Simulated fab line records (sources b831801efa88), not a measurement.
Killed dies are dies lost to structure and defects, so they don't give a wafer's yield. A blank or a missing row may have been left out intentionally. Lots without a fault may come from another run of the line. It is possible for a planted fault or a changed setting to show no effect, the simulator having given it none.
Which tool is to blame? | flow gf180mcu | 24 lots, 72 wafers sampled, at 6 steps of a route of 602

== WHAT THE GAUGES READ, wafer by wafer ==
GF_V2_THK_MEAS_03.
lot  | measured     | on           | V2_CVD_02_THK (nm)
L074 | day 19 07:22 | filmMetro-01 | 857 868 859
L075 | day 19 14:55 | filmMetro-03 | 842 843 846
L076 | day 20 01:58 | filmMetro-01 | 855 848 873
L077 | day 20 15:14 | filmMetro-04 | 830 848 847
L078 | day 20 22:19 | filmMetro-01 | 827 834 846
L079 | day 21 07:59 | filmMetro-04 | 838 841 826
L080 | day 21 18:43 | filmMetro-01 | 828 860 845
L081 | day 22 05:12 | filmMetro-04 | 828 857 846
L082 | day 22 13:47 | filmMetro-03 | 838 874 856
L083 | day 23 02:16 | filmMetro-01 | 844 858 846
L084 | day 23 10:17 | filmMetro-03 | 845 832 862
L085 | day 23 11:25 | filmMetro-01 | 841 847 854
L086 | day 23 21:23 | filmMetro-01 | 852 840 863
L087 | day 24 06:22 | filmMetro-04 | 838 831 847
L088 | day 24 16:04 | filmMetro-04 | 832 835 842
L089 | day 24 21:22 | filmMetro-04 | 836 837 849
L090 | day 25 03:02 | filmMetro-01 | 848 856 859
L091 | day 25 08:23 | filmMetro-03 | 849 867 865
L092 | day 25 14:52 | filmMetro-04 | 840 845 861
L093 | day 26 01:08 | filmMetro-03 | 835 846 839
L094 | day 26 09:40 | filmMetro-03 | 855 863 869
L095 | day 26 14:15 | filmMetro-04 | 822 848 862
L096 | day 26 18:35 | filmMetro-04 | 863 856 858
L097 | day 27 03:20 | filmMetro-03 | 830 826 832

GF_V3_THK_MEAS_03.
lot  | measured     | on           | V3_CVD_02_THK (nm)
L074 | day 21 10:31 | filmMetro-02 | 836 859 841
L075 | day 21 17:44 | filmMetro-03 | 841 849 858
L076 | day 22 04:52 | filmMetro-03 | 840 840 849
L077 | day 22 17:34 | filmMetro-03 | 835 855 840
L078 | day 23 00:37 | filmMetro-03 | 845 827 833
L079 | day 23 10:04 | filmMetro-03 | 844 845 857
L080 | day 23 20:47 | filmMetro-02 | 862 843 881
L081 | day 24 05:35 | filmMetro-04 | 847 842 837
L082 | day 24 13:44 | filmMetro-04 | 827 844 850
L083 | day 25 02:37 | filmMetro-03 | 857 843 840
L084 | day 25 08:43 | filmMetro-04 | 862 846 867
L085 | day 25 10:14 | filmMetro-02 | 832 832 843
L086 | day 25 20:10 | filmMetro-03 | 822 841 844
L087 | day 26 04:47 | filmMetro-02 | 829 852 852
L088 | day 26 13:51 | filmMetro-03 | 829 829 849
L089 | day 26 20:22 | filmMetro-04 | 847 831 859
L090 | day 27 00:17 | filmMetro-04 | 835 876 856
L091 | day 27 04:53 | filmMetro-02 | 867 855 866
L092 | day 27 11:14 | filmMetro-02 | 844 846 874
L093 | day 27 21:13 | filmMetro-03 | 851 844 859
L094 | day 28 05:05 | filmMetro-02 | 827 853 854
L095 | day 28 09:17 | filmMetro-02 | 856 856 858
L096 | day 28 13:14 | filmMetro-04 | 841 835 849
L097 | day 28 21:06 | filmMetro-02 | 862 838 860

GF_M4_THK_MEAS_06: measures by xrf.
lot  | measured     | on           | M4_ALCU_THK (nm)
L074 | day 22 12:46 | filmMetro-01 | 449 448 447
L075 | day 22 19:13 | filmMetro-01 | 437 441 442
L076 | day 23 06:08 | filmMetro-04 | 438 444 434
L077 | day 23 18:36 | filmMetro-02 | 448 451 448
L078 | day 24 01:46 | filmMetro-02 | 443 451 444
L079 | day 24 10:34 | filmMetro-04 | 445 443 435
L080 | day 24 21:32 | filmMetro-01 | 443 449 453
L081 | day 25 05:48 | filmMetro-04 | 464 455 454
L082 | day 25 13:40 | filmMetro-02 | 447 444 444
L083 | day 26 02:18 | filmMetro-01 | 443 438 443
L084 | day 26 07:58 | filmMetro-02 | 444 448 457
L085 | day 26 09:23 | filmMetro-02 | 446 440 439
L086 | day 26 18:53 | filmMetro-02 | 452 451 446
L087 | day 27 03:48 | filmMetro-04 | 453 449 456
L088 | day 27 13:25 | filmMetro-01 | 440 445 448
L089 | day 27 18:49 | filmMetro-01 | 453 453 452
L090 | day 27 23:14 | filmMetro-01 | 442 447 436
L091 | day 28 03:10 | filmMetro-04 | 446 445 442
L092 | day 28 09:08 | filmMetro-01 | 452 446 445
L093 | day 28 19:03 | filmMetro-02 | 436 447 447
L094 | day 29 02:05 | filmMetro-01 | 449 460 447
L095 | day 29 06:46 | filmMetro-02 | 436 434 442
L096 | day 29 10:52 | filmMetro-01 | 438 439 438
L097 | day 29 18:56 | filmMetro-04 | 448 446 444

GF_M4_CD_MEAS_14: target cd 280 nm.
lot  | measured     | on       | cdNm (nm)
L074 | day 23 11:40 | cdSem-02 | 280.5 280.6 281.3
L075 | day 23 17:45 | cdSem-01 | 280.9 280.4 281.9
L076 | day 24 04:16 | cdSem-01 | 278.8 279.4 278.7
L077 | day 24 17:05 | cdSem-02 | 280.1 278.1 278.9
L078 | day 24 23:14 | cdSem-02 | 278.5 279.5 278.7
L079 | day 25 08:15 | cdSem-01 | 280.8 281.6 281.4
L080 | day 25 18:34 | cdSem-01 | 278.8 278.0 278.5
L081 | day 26 02:31 | cdSem-01 | 280.0 281.7 282.4
L082 | day 26 10:45 | cdSem-02 | 280.0 280.6 280.7
L083 | day 26 22:44 | cdSem-02 | 280.5 280.3 280.0
L084 | day 27 04:09 | cdSem-02 | 280.2 280.1 280.4
L085 | day 27 05:51 | cdSem-02 | 280.6 279.3 279.1
L086 | day 27 15:15 | cdSem-02 | 279.8 280.6 279.9
L087 | day 27 23:27 | cdSem-02 | 281.7 280.8 281.7
L088 | day 28 08:52 | cdSem-02 | 278.0 279.7 279.7
L089 | day 28 14:01 | cdSem-02 | 279.1 279.0 279.7
L090 | day 28 18:19 | cdSem-01 | 279.4 279.0 279.6
L091 | day 28 22:20 | cdSem-02 | 280.1 279.9 279.4
L092 | day 29 03:45 | cdSem-02 | 280.1 280.4 280.0
L093 | day 29 14:25 | cdSem-01 | 278.5 278.2 278.5
L094 | day 29 21:05 | cdSem-01 | 280.3 280.8 279.3
L095 | day 30 00:43 | cdSem-01 | 279.3 278.3 278.3
L096 | day 30 05:43 | cdSem-01 | 279.5 278.6 278.9
L097 | day 30 13:46 | cdSem-02 | 280.1 280.2 280.7

== WHAT TOOL EACH LOT RAN ON (gives the tool, then ch and the chambers of the sampled wafers, and finally the start) ==
lot  | GF_CONTACT_CVD_24            | GF_M3_METAL_ETCH_16
L074 | cvdW-01 ch 0,1, day 16 04:07 | rieMetal-04 ch 0,1, day 21 09:39
L075 | cvdW-02 ch 0,1, day 16 11:03 | rieMetal-03 ch 0, day 21 16:45
L076 | cvdW-02 ch 0, day 16 21:41   | rieMetal-04 ch 0, day 22 03:52
L077 | cvdW-01 ch 0,1, day 17 10:08 | rieMetal-01 ch 0,1, day 22 16:42
L078 | cvdW-01 ch 0,1, day 17 17:17 | rieMetal-01 ch 0,1, day 22 23:45
L079 | cvdW-01 ch 1, day 18 02:02   | rieMetal-01 ch 1, day 23 09:04
L080 | cvdW-01 ch 0,1, day 18 12:41 | rieMetal-04 ch 1, day 23 19:49
L081 | cvdW-01 ch 0,1, day 18 23:40 | rieMetal-01 ch 0, day 24 04:33
L082 | cvdW-01 ch 0,1, day 19 08:46 | rieMetal-04 ch 0,1, day 24 12:52
L083 | cvdW-02 ch 0,1, day 19 21:19 | rieMetal-04 ch 0,1, day 25 01:45
L084 | cvdW-01 ch 0,1, day 20 06:43 | rieMetal-03 ch 0,1, day 25 07:51
L085 | cvdW-01 ch 0,1, day 20 08:04 | rieMetal-01 ch 0,1, day 25 09:22
L086 | cvdW-02 ch 0,1, day 20 18:10 | rieMetal-01 ch 0,1, day 25 19:16
L087 | cvdW-02 ch 1, day 21 04:02   | rieMetal-04 ch 0,1, day 26 03:55
L088 | cvdW-02 ch 0,1, day 21 14:52 | rieMetal-01 ch 0,1, day 26 12:58
L089 | cvdW-01 ch 0,1, day 21 20:26 | rieMetal-03 ch 0,1, day 26 19:30
L090 | cvdW-01 ch 0,1, day 22 01:26 | rieMetal-01 ch 0,1, day 26 23:25
L091 | cvdW-02 ch 0,1, day 22 09:41 | rieMetal-03 ch 0,1, day 27 04:01
L092 | cvdW-01 ch 0,1, day 22 15:01 | rieMetal-01 ch 0,1, day 27 10:22
L093 | cvdW-02 ch 0,1, day 23 01:52 | rieMetal-01 ch 0,1, day 27 20:21
L094 | cvdW-02 ch 0,1, day 23 12:04 | rieMetal-04 ch 1, day 28 04:09
L095 | cvdW-01 ch 0,1, day 23 16:55 | rieMetal-04 ch 0,1, day 28 08:22
L096 | cvdW-01 ch 0,1, day 23 21:07 | rieMetal-03 ch 0,1, day 28 12:22
L097 | cvdW-02 ch 0,1, day 24 06:31 | rieMetal-04 ch 0,1, day 28 20:13
- GF_CONTACT_CVD_24: deposits W, target thk 300 nm, time 90.339 s.
- GF_M3_METAL_ETCH_16: etches the open film in Cl2/BCl3, stops on SiO2, target depth 750.8 nm, time 125.1 s.

== AS READ BY THE TOOLS THEMSELVES (means over the sampled wafers that have a number; for cases with no such wafer, the mark the record gives instead) ==
GF_CONTACT_CVD_24.
lot  | tool    | heaterPowerW (W)
L074 | cvdW-01 | 1034
L075 | cvdW-02 | 983
L076 | cvdW-02 | 981
L077 | cvdW-01 | 994
L078 | cvdW-01 | 1031
L079 | cvdW-01 | 942
L080 | cvdW-01 | 1016
L081 | cvdW-01 | 1034
L082 | cvdW-01 | 989
L083 | cvdW-02 | 926
L084 | cvdW-01 | 1028
L085 | cvdW-01 | 996
L086 | cvdW-02 | 923
L087 | cvdW-02 | 899
L088 | cvdW-02 | 917
L089 | cvdW-01 | 997
L090 | cvdW-01 | 990
L091 | cvdW-02 | 918
L092 | cvdW-01 | 1044
L093 | cvdW-02 | 935
L094 | cvdW-02 | 920
L095 | cvdW-01 | 1037
L096 | cvdW-01 | 974
L097 | cvdW-02 | 915

GF_M3_METAL_ETCH_16.
lot  | tool        | drypumpMotorCurrentA (A) | oesProductAu (a.u.) | throttleValvePct (%)
L074 | rieMetal-04 | 5.5                      | 0.997               | 28.226
L075 | rieMetal-03 | 4.9                      | 0.989               | 28.222
L076 | rieMetal-04 | 6.7                      | 0.994               | 28.217
L077 | rieMetal-01 | 6.0                      | 0.985               | 28.233
L078 | rieMetal-01 | 6.0                      | 0.987               | 28.235
L079 | rieMetal-01 | 6.3                      | 0.987               | 28.232
L080 | rieMetal-04 | 4.9                      | 0.992               | 28.225
L081 | rieMetal-01 | 5.5                      | 0.986               | 28.238
L082 | rieMetal-04 | 5.5                      | 0.994               | 28.232
L083 | rieMetal-04 | 5.5                      | 0.993               | 28.225
L084 | rieMetal-03 | 5.3                      | 0.989               | 28.228
L085 | rieMetal-01 | 6.0                      | 0.986               | 28.228
L086 | rieMetal-01 | 5.7                      | 0.984               | 28.237
L087 | rieMetal-04 | 5.5                      | 0.989               | 28.240
L088 | rieMetal-01 | 5.7                      | 0.989               | 28.224
L089 | rieMetal-03 | 5.2                      | 0.994               | 28.213
L090 | rieMetal-01 | 6.0                      | 0.994               | 28.225
L091 | rieMetal-03 | 5.1                      | 0.996               | 28.222
L092 | rieMetal-01 | 6.0                      | 0.991               | 28.229
L093 | rieMetal-01 | 5.7                      | 0.989               | 28.235
L094 | rieMetal-04 | 4.9                      | 0.992               | 28.228
L095 | rieMetal-04 | 5.5                      | 0.993               | 28.218
L096 | rieMetal-03 | 5.1                      | 0.985               | 28.227
L097 | rieMetal-04 | 5.5                      | 0.994               | 28.230

== THE ANSWER, worked out from the rows above alone ==
Rule: the lots themselves supply what counts as usual. The widest of any qualifying gaps counts: lots, ordered by their means at a reading, are off when they make up no more than a third of the lots, leave a main group of 4 or more, and stand apart from it by 3 or more times the standard deviation of that group's means. A main group whose means are all the same, to the digits that the tables above print for the reading, isn't used. A lot without any number at a reading at which 4 lots or more have one is off too. The other lots that the step has rows for count as sound. First the gauges in route order, then the tools' own readings, where a lot's mean is used as printed above. The first step at which some lot is off is used, and at that step the reading that is off furthest; a lot without a number counts as furthest.
Across all readings shown, no lot is off: no conclusion can be drawn from this.

== WHAT WAS PUT IN BY THE SIMULATOR ==
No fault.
